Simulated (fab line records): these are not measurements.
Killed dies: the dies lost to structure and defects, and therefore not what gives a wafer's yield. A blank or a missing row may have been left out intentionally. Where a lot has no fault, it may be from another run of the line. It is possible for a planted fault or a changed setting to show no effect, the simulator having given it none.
A lot that was struck, set against a sound lot || flow sky130 || 27 out of 708 route steps
Sound: these wafers, L876.1, L876.2, L876.3. Struck: wafer L896.1 (left out: L896.3, L896.4 of the same lot, which were not struck); the cause appears at the end.
For every step that has rows: the tool of each side, followed by ch and its chambers, followed by its first start. Under that, the readings that differ: sound wafers || struck wafers || difference of the means || sigmas: that difference in standard deviations of wafers without a fault.
alike: readings whose means differ by less than 2 such deviations, and words and numbers that are the same on both sides. not compared: withheld readings, readings that some wafer has no value for, bounds like >300 that may hide the same value, and numbers for which the record gives no deviation and whose values overlap.
Wherever a step has rows on one side only, a row that says differs or no value, or a row with sigmas, the two part there. Numbers that don't overlap but have no deviation are shown without sigmas and don't part them. Lack of a reading on every wafer of one side parts them only where that side has two or more wafers.

SKY_VIA4_ETCH_12: etches SiO2 in C4F8/O2/Ar, stops on TiN, target depth 580 nm.
  sound on rie_diel-02 ch 0,2,3, day 43 10:52; struck on rie_diel-02 ch 2, day 48 16:30
  alike: oes_product_au
then, 4 steps without rows for these wafers: SKY_VIA4_STRIP_13 (strips in O2/N2); SKY_VIA4_STRIP_14 (strips in post etch residue remover, time 1200 s); SKY_VIA4_CLEAN_15 (cleans in IPA, time 180 s); SKY_VIA4_CLEAN_16 (cleans in O3/DIW).
SKY_VIA4_SPUTTER_17: material TiN, target thk 20 nm, time 80 s.
  sound on pvd_sputter-02, day 43 11:34; struck on pvd_sputter-01, day 48 17:11
{"reading": "throttle_valve_pct (%)", "sound": "29.6 30.5 29.4", "struck": 28.5, "difference": -1.3, "sigmas": -2}
SKY_VIA4_CVD_18: deposits W, target thk 505 nm, time 152.14 s.
  sound on cvd_w-02 ch 0,1, day 43 11:38; struck on cvd_w-02 ch 1, day 48 17:15
{"reading": "susceptor_temp_C (C)", "sound": "400.18 399.98 400.21", "struck": 399.59, "difference": -0.53, "sigmas": -3}
  alike: chamber_pressure_Torr, heater_power_w
SKY_VIA4_RS_MEAS_19: measurement is done with a four-point probe.
  sound on film_metro-03, day 43 11:47; struck on film_metro-01, day 48 17:24
  alike: VIA4_W_RS
SKY_VIA4_THK_MEAS_20: measures by xrf.
  sound on film_metro-03, day 43 11:55; struck on film_metro-01, day 48 17:31
  alike: VIA4_W_THK
then, 2 steps without rows for these wafers: SKY_VIA4_CMP_21 (polishes, stops on SiO2, t overpolish 25 s, target thk 0 nm); SKY_METAL5_SPUTTER_00 (material Ti, target thk 15 nm, time 10 s).
SKY_METAL5_SPUTTER_01: material TiN, target thk 20 nm, time 16.7 s.
  sound on pvd_sputter-04, day 43 12:17; struck on pvd_sputter-04, day 48 17:55
  alike: throttle_valve_pct
SKY_METAL5_SPUTTER_02: material AlCu, target thk 1150 nm, time 61.2 s.
  sound on pvd_sputter-04, day 43 12:19; struck on pvd_sputter-04, day 48 17:56
{"reading": "model.AlCu_of_METAL5_SPUTTER_02.thk_nm (nm)", "sound": "1147 1145 1146", "struck": 1235, "difference": "+89", "sigmas": ""}
  alike: throttle_valve_pct
then, 2 steps without rows for these wafers: SKY_METAL5_SPUTTER_03 (material Ti, target thk 5 nm, time 3.3 s); SKY_METAL5_SPUTTER_04 (material TiN, target thk 70 nm, time 58.3 s).
SKY_METAL5_RS_MEAS_05: measurement is done with a four-point probe.
  sound on film_metro-03, day 43 12:26; struck on film_metro-04, day 48 18:20
{"reading": "METAL5_ALCU_RS (ohm/sq)", "sound": "0.02711 0.02716 0.02714", "struck": 0.02518, "difference": -0.00196, "sigmas": -8}
  not compared: hold
SKY_METAL5_THK_MEAS_06: measures by xrf.
  sound on film_metro-03, day 43 12:33; struck on film_metro-04, day 49 03:10
{"reading": "METAL5_ALCU_THK (nm)", "sound": "1153 1149 1152", "struck": 1230, "difference": "+79", "sigmas": "+6"}
  not compared: hold
then, 7 steps without rows for these wafers: SKY_METAL5_HMDS_08 (prime time 60 s); SKY_METAL5_COAT_09 (resist thk 1800 nm); SKY_METAL5_SOFTBAKE_10 (time 60 s); SKY_METAL5_EXPOSE_11 (exposes mask MM5, target cd 1600 nm); SKY_METAL5_PEB_12; SKY_METAL5_DEVELOP_13 (develop time 60 s); SKY_METAL5_DESCUM_14 (chemistry O2, time 11 s).
SKY_METAL5_METAL_ETCH_15: etches the open film in Cl2/BCl3, stops on SiO2, target depth 1260 nm, time 252 s.
  sound on rie_metal-03 ch 0,1, day 44 10:44; struck on rie_metal-03 ch 0, day 49 11:59
{"reading": "oes_product_au (a.u.)", "sound": "0.892 0.891 0.895", "struck": 0.912, "difference": "+0.019", "sigmas": "+4"}
  alike: drypump_motor_current_A, throttle_valve_pct
  not compared: rf_hours_counter_h
SKY_METAL5_STRIP_16: strips in O2/N2.
  sound on plasma_asher-03 ch 0,1, day 44 10:59; struck on plasma_asher-02 ch 0, day 49 12:14
  alike: drypump_motor_current_A, oes_product_au, strip_time_to_endpoint_s
  not compared: rf_hours_counter_h
SKY_PAD_OPEN_PROBE_99:
  sound on prober-02, day 46 08:35; struck on prober-01, day 51 00:11
{"reading": "sort_bin_3_pad_short (%)", "sound": "0.4 0.6 1.4", "struck": 1.6, "difference": "+0.8", "sigmas": "+2"}
{"reading": "model.etest.met5.rs_ohm_sq", "sound": "0.02704 0.02744 0.02711", "struck": 0.025, "difference": -0.002, "sigmas": ""}
{"reading": "model.etest.met5.line_ohm_um", "sound": "0.01686 0.01713 0.01683", "struck": 0.01558, "difference": -0.00136, "sigmas": ""}
  alike: defect_limited_yield, killed_at_M0_to_M3, killed_at_M4_up, killed_at_contacts, killed_at_front_end, killed_at_other, killed_dies, killed_open, killed_short, sort_bin_5_function, sort_bin_6_memory, sort_n_pass, sort_yield_pct

## WHERE THEY PART
First at SKY_VIA4_SPUTTER_17; last, within this record, at SKY_PAD_OPEN_PROBE_99.

WHY: what the simulator had put in
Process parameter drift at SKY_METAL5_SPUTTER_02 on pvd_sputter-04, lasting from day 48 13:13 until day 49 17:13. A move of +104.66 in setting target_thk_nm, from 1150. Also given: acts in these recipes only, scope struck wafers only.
